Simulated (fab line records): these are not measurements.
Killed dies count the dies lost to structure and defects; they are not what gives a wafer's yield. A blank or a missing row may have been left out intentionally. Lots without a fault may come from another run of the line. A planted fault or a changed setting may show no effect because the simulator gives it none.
Chamber matching	flow sky130	cmp-02 running SKY_CONTACT_CMP_27: 4 sister chambers
The step polishes, stops on SiO2, t overpolish 15 s, target thk 0 nm. 16 wafers are shown with their chamber, then 8 later ones without.

WAFERS, EACH WITH ITS CHAMBER
wafer	chamber	motor-current-A (A)	time-to-endpoint-s (s)	overpolish-run-s (s)
L828.1	0	9.4	83.3	15.000
L828.3	3	10.7	79.6	14.993
L828.5	3	10.5	84.8	15.000
L831.1	1	12.2	85.5	14.988
L831.5	2	11.7	87.0	15.013
L831.6	1	11.7	85.0	15.016
L829.1	1	11.4	84.1	14.986
L829.2	2	12.1	81.7	15.003
L829.4	3	10.6	81.4	14.990
L832.2	1	11.5	86.0	15.000
L832.3	0	9.5	82.4	15.014
L832.6	1	12.1	86.0	14.999
L839.2	3	11.0	79.7	14.987
L839.4	0	9.4	78.9	14.990
L839.6	3	10.5	81.8	14.993
L840.2	3	10.6	81.8	14.991

SIGNATURES, as means of the wafers listed above
reading	chamber 0	chamber 1	chamber 2	chamber 3	scatter within a chamber
motor-current-A	9.433	11.780	11.900	10.650	0.253
time-to-endpoint-s	81.533	85.320	84.350	81.517	1.94
overpolish-run-s	15.00133	14.99780	15.00800	14.99233	0.00917
Rule: a wafer lies at a distance from a chamber equal to the root of the sum of squares, over the readings, of (its reading less the chamber's mean, divided by the reading's scatter). The wafer belongs to the nearest chamber; if the next one is less than 2 further off, it can't be placed. The scatter is the square root of a quotient: the sum, over the shown wafers, of each reading's squared deviation from its chamber's mean, divided by wafers minus chambers.

WAFERS WITH NO CHAMBER GIVEN
wafer	motor-current-A (A)	time-to-endpoint-s (s)	overpolish-run-s (s)
L840.3	9.4	76.4	15.003
L840.4	11.6	81.0	14.992
L842.1	12.2	84.6	15.000
L842.2	9.3	81.4	14.990
L842.3	10.9	78.9	14.984
L844.2	11.8	83.8	15.016
L844.4	9.6	81.1	15.001
L844.5	9.1	84.6	14.999

EACH ONE'S CHAMBER
wafer	from the rows above	in truth
L840.3	0	0
L840.4	can't be placed: 1 or 2 or 3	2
L842.1	can't be placed: 2 or 1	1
L842.2	0	0
L842.3	3	3
L844.2	can't be placed: 2 or 1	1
L844.4	0	0
L844.5	0	0
Correctly placed: 5 of 8. These rows do not allow placing 3 (true chamber among the candidates in 3). Wrongly placed: 0.
